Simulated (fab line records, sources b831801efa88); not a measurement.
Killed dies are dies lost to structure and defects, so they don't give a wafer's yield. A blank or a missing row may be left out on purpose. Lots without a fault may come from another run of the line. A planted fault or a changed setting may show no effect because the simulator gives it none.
Which tool did it? | flow gf180mcu | 14 lots, 42 wafers sampled, at 4 steps of a route of 602

WHAT THE GAUGES READ, wafer by wafer
The record holds no reading of a measuring or inspecting step that can be judged against a usual standard deviation.

WHICH TOOL RAN EACH LOT (tool, then ch and the chambers of the sampled wafers, then the start)
lot  | GF_V1_CVD_02                    | GF_V1_STRIP_18                       | GF_V1_SPUTTER_21             | GF_M2_SPUTTER_02
L901 | pecvd-01 ch 1,2, day 17 04:44   | plasma_asher-02 ch 0,1, day 18 04:23 | pvd_sputter-03, day 18 04:55 | pvd_sputter-04, day 18 05:44
L902 | pecvd-04 ch 0,1,2, day 17 09:42 | plasma_asher-01 ch 0,1, day 18 10:17 | pvd_sputter-03, day 18 10:50 | pvd_sputter-02, day 18 11:39
L903 | pecvd-01 ch 0,1, day 17 18:10   | plasma_asher-01 ch 0,1, day 18 18:29 | pvd_sputter-03, day 18 19:02 | pvd_sputter-04, day 18 19:51
L904 | pecvd-04 ch 1,2, day 18 05:06   | plasma_asher-01 ch 0,1, day 19 06:16 | pvd_sputter-04, day 19 06:48 | pvd_sputter-02, day 19 07:38
L906 | pecvd-04 ch 0,2, day 19 01:56   | plasma_asher-04 ch 0,1, day 20 01:23 | pvd_sputter-04, day 20 01:56 | pvd_sputter-04, day 20 02:45
L907 | pecvd-04 ch 1,2, day 19 14:59   | plasma_asher-02 ch 0,1, day 20 16:20 | pvd_sputter-01, day 20 16:55 | pvd_sputter-02, day 20 18:05
L908 | pecvd-03 ch 0,2, day 19 17:40   | plasma_asher-04 ch 0,1, day 20 19:01 | pvd_sputter-04, day 20 19:34 | pvd_sputter-02, day 20 20:23
L909 | pecvd-03 ch 1,2, day 20 07:51   | plasma_asher-02 ch 0,1, day 21 08:26 | pvd_sputter-04, day 21 09:01 | pvd_sputter-04, day 21 09:50
L912 | pecvd-01 ch 0,1,2, day 21 09:24 | plasma_asher-04 ch 0,1, day 22 09:21 | pvd_sputter-01, day 22 09:53 | -
L913 | pecvd-01 ch 0,1,2, day 21 17:27 | plasma_asher-02 ch 0,1, day 22 17:20 | pvd_sputter-04, day 22 17:55 | -
L919 | pecvd-04 ch 0,1, day 23 22:30   | plasma_asher-04 ch 0,1, day 24 21:34 | pvd_sputter-01, day 24 22:08 | pvd_sputter-04, day 25 01:07
L920 | pecvd-03 ch 0,1,2, day 24 01:56 | plasma_asher-02 ch 0,1, day 25 00:11 | pvd_sputter-04, day 25 00:41 | pvd_sputter-04, day 25 01:53
L923 | pecvd-01 ch 0,1, day 25 02:29   | plasma_asher-02 ch 0,1, day 26 00:59 | pvd_sputter-03, day 26 01:33 | pvd_sputter-01, day 26 02:23
L924 | pecvd-03 ch 0,1,2, day 25 10:37 | plasma_asher-02 ch 0, day 26 07:58   | pvd_sputter-03, day 26 08:31 | pvd_sputter-01, day 26 09:20
- GF_V1_CVD_02: deposits SiO2 from TEOS, target thk 850 nm, time 94.851 s.
- GF_V1_STRIP_18: strips in O2/N2.
- GF_V1_SPUTTER_21: material Ti, target thk 15 nm, time 80.02 s.
- GF_M2_SPUTTER_02: material AlCu, target thk 450 nm, time 23.9 s.

WHAT THE TOOLS THEMSELVES READ (means of the sampled wafers that have a number; where no wafer has one, the mark that the record gives instead)
GF_V1_CVD_02. Usual: heater_power_w 641 W, standard deviation 110.
lot  | tool     | heater_power_w (W) | flag
L901 | pecvd-01 | 676                |
L902 | pecvd-04 | 634                |
L903 | pecvd-01 | 710                |
L904 | pecvd-04 | 627                |
L906 | pecvd-04 | 629                |
L907 | pecvd-04 | 587                |
L908 | pecvd-03 | 771                |
L909 | pecvd-03 | 601                |
L912 | pecvd-01 | 661                |
L913 | pecvd-01 | 680                |
L919 | pecvd-04 | 535                |
L920 | pecvd-03 | 623                |
L923 | pecvd-01 | 697                |
L924 | pecvd-03 | 623                |

GF_V1_STRIP_18. Usual: drypump_motor_current_A 5.9 A, standard deviation 0.33; heater_power_w 326 W, standard deviation 13; oes_product_au 0.593 a.u., standard deviation 0.0048.
lot  | tool            | drypump_motor_current_A (A) | heater_power_w (W) | oes_product_au (a.u.) | flag
L901 | plasma_asher-02 | 6.0                         | 324                | 0.595                 |
L902 | plasma_asher-01 | 5.9                         | 320                | 0.588                 |
L903 | plasma_asher-01 | 5.9                         | 325                | 0.592                 |
L904 | plasma_asher-01 | 5.7                         | 315                | 0.592                 |
L906 | plasma_asher-04 | 6.0                         | 341                | 0.593                 |
L907 | plasma_asher-02 | 6.1                         | 330                | 0.593                 |
L908 | plasma_asher-04 | 5.9                         | 334                | 0.590                 |
L909 | plasma_asher-02 | 6.1                         | 327                | 0.592                 |
L912 | plasma_asher-04 | 5.6                         | 327                | 0.593                 |
L913 | plasma_asher-02 | 6.1                         | 333                | 0.596                 |
L919 | plasma_asher-04 | 6.0                         | 336                | 0.597                 |
L920 | plasma_asher-02 | 6.1                         | 324                | 0.595                 |
L923 | plasma_asher-02 | 6.0                         | 328                | 0.598                 |
L924 | plasma_asher-02 | 5.8                         | 329                | 0.594                 |

GF_V1_SPUTTER_21. Usual: cathode_dc_power_W 2500.0 W, standard deviation 0.43; chamber_pressure_pa 5.000 Pa, standard deviation 0.0095; throttle_valve_pct 30.1 %, standard deviation 1.5.
lot  | tool           | cathode_dc_power_W (W) | chamber_pressure_pa (Pa) | throttle_valve_pct (%) | flag
L901 | pvd_sputter-03 | 2500.2                 | 5.001                    | 29.8                   |
L902 | pvd_sputter-03 | 2500.5                 | 4.998                    | 30.2                   |
L903 | pvd_sputter-03 | 2499.8                 | 4.999                    | 31.9                   |
L904 | pvd_sputter-04 | 2499.9                 | 5.000                    | 31.4                   |
L906 | pvd_sputter-04 | 2500.1                 | 4.994                    | 28.9                   |
L907 | pvd_sputter-01 | 2499.8                 | 5.005                    | 29.5                   |
L908 | pvd_sputter-04 | 2500.1                 | 4.995                    | 30.1                   |
L909 | pvd_sputter-04 | 2500.1                 | 4.999                    | 30.4                   |
L912 | pvd_sputter-01 | -                      | -                        | -                      | OFF
L913 | pvd_sputter-04 | -                      | -                        | -                      | OFF
L919 | pvd_sputter-01 | 2499.6                 | 5.003                    | 29.3                   |
L920 | pvd_sputter-04 | 2499.9                 | 4.997                    | 30.1                   |
L923 | pvd_sputter-03 | 2499.9                 | 5.006                    | 31.3                   |
L924 | pvd_sputter-03 | 2500.3                 | 5.001                    | 29.3                   |

GF_M2_SPUTTER_02. Usual: cathode_dc_power_W 10600 W, standard deviation 2.1; chamber_pressure_pa 0.4001 Pa, standard deviation 0.00078; throttle_valve_pct 30.1 %, standard deviation 1.2.
lot  | tool           | cathode_dc_power_W (W) | chamber_pressure_pa (Pa) | throttle_valve_pct (%) | flag
L901 | pvd_sputter-04 | 10600                  | 0.3997                   | 30.2                   |
L902 | pvd_sputter-02 | 10602                  | 0.3996                   | 30.5                   |
L903 | pvd_sputter-04 | 10599                  | 0.3997                   | 31.1                   |
L904 | pvd_sputter-02 | 10601                  | 0.3992                   | 30.0                   |
L906 | pvd_sputter-04 | 10601                  | 0.4007                   | 30.4                   |
L907 | pvd_sputter-02 | 10601                  | 0.4000                   | 31.0                   |
L908 | pvd_sputter-02 | 10599                  | 0.4002                   | 30.9                   |
L909 | pvd_sputter-04 | 10600                  | 0.4001                   | 30.9                   |
L919 | pvd_sputter-04 | 10602                  | 0.4008                   | 30.1                   |
L920 | pvd_sputter-04 | 10603                  | 0.4005                   | 30.3                   |
L923 | pvd_sputter-01 | 10600                  | 0.4002                   | 30.1                   |
L924 | pvd_sputter-01 | 10600                  | 0.3993                   | 29.4                   |

THE ANSWER, worked out from the rows above alone
Rule: a lot is off if the mean of its wafers that have a number lies more than 3 standard deviations from the usual mean. A lot without any number at a reading at which 4 lots or more have one is off too. The other lots that the step has rows for count as sound. The gauges are gone through in route order, then the tools' own readings, and for those a lot's mean is taken as printed above. The first step at which some lot is off is used, and at that step the reading that is off furthest; a lot without a number counts as furthest.
Off: L912, L913, at GF_V1_SPUTTER_21 (cathode_dc_power_W). Without a number there: L912, L913.
A tool fits if, at that step or a process step before it, it ran every lot that is off, and no sound lot after the first of them. None of those tried fits.

WHAT THE SIMULATOR HAD PUT IN
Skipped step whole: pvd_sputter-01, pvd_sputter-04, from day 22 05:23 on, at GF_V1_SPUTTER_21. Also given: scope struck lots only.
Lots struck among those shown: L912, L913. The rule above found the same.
